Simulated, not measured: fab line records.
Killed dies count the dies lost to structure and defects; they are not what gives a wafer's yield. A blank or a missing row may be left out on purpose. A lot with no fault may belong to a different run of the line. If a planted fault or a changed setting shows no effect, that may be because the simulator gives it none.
One fault seen from 2 desks | flow sky130 | every desk sees just its own numbers, and what lay behind them comes last

## AT THE METROLOGY DESK
Means of the sampled wafers that have a number, per lot and without regard to the tool the lot ran on: this is what the gauges read. A lot is out of limits, marked OUT, if its mean lies more than 4 standard deviations from the usual mean; the brackets give that distance.
Columns: A = INCOMING_BOW at SKY_FIELD_ISO_BOW_MEAS_00, usual 0 um; B = NWELL_RS at SKY_NWELL_RS_MEAS_29, usual 624.7 ohm/sq; C = PWDE_RS at SKY_NWELL_RS_MEAS_31, usual 5310 ohm/sq
lot  | first seen here | A  | B                | C
L132 | day 1 10:00     | -1 | 626.1            | 5331
L133 | day 1 15:00     | 3  | 622.7            | 5302
L136 | day 2 06:01     | -2 | 626.9            | 5327
L138 | day 2 16:02     | 2  | 626.0            | 5321
L139 | day 2 21:02     | 1  | 622.8            | 5275
L140 | day 3 02:02     | 2  | 623.2            | 5306
L141 | day 3 07:00     | -6 | 625.5            | 5319
L142 | day 3 12:01     | -4 | 622.9            | 5311
L143 | day 3 17:00     | -7 | 626.3            | 5339
L146 | day 4 08:01     | -2 | 628.0            | 5329
L147 | day 4 13:01     | 1  | 634.4 (+5.4) OUT | 5316
L151 | day 5 09:00     | -5 | 630.4            | 5317
This desk's result: L147 out of limits, first on L147 (NWELL_RS at SKY_NWELL_RS_MEAS_29), day 9 06:05. Within limits: L132, L133, L136, L138, L139, L140, L141, L142, L143, L146, L151.

## FOR THE TOOL OWNER'S DESK: implanter-03
SKY_NWELL_IMPLANT_11, tool's own readings: per-lot mean of the sampled wafers with a number, covering each lot this tool ran. A lot is out of limits, marked OUT, if its mean lies more than 4 standard deviations from the usual mean; the brackets give that distance.
Columns: A = beam-energy-keV at SKY_NWELL_IMPLANT_11, usual 399.99; B = end-station-pressure-torr at SKY_NWELL_IMPLANT_11, usual 5.04e-06 Torr
lot  | first seen here | A                        | B
L132 | day 4 16:50     | 400.01                   | 5.20e-06
L133 | day 4 19:46     | 399.97                   | 5.25e-06
L140 | day 6 11:09     | 399.96                   | 5.26e-06
L143 | day 7 08:16     | 399.97                   | 4.99e-06
L147 | day 8 08:19     | 379.06 (-99 or more) OUT | 4.86e-06
L151 | day 9 08:49     | 379.02 (-99 or more) OUT | 5.02e-06
Finding of this desk: L147, L151 out of limits; the first was L147 at day 8 08:19, on beam-energy-keV at SKY_NWELL_IMPLANT_11. Within limits: L132, L133, L140, L143.

## ALL TOGETHER
At day 8 08:19, on L147, L151, the tool owner's desk was in a position to raise an alarm.
On L147, the metrology desk was in a position to raise an alarm at day 9 06:05.
The metrology desk has L151 on record, within its limits.
Of the lots named, all ran SKY_NWELL_IMPLANT_11 on implanter-03.

## WHAT THE SIMULATOR HAD PUT IN
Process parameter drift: implanter-03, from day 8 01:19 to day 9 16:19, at SKY_NWELL_IMPLANT_11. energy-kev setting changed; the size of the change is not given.
Lots struck among those shown: L147, L151.
Counting hours from when the fault started, the first reading out of limits came at 7 for the tool owner's desk and at 29 for the metrology desk.
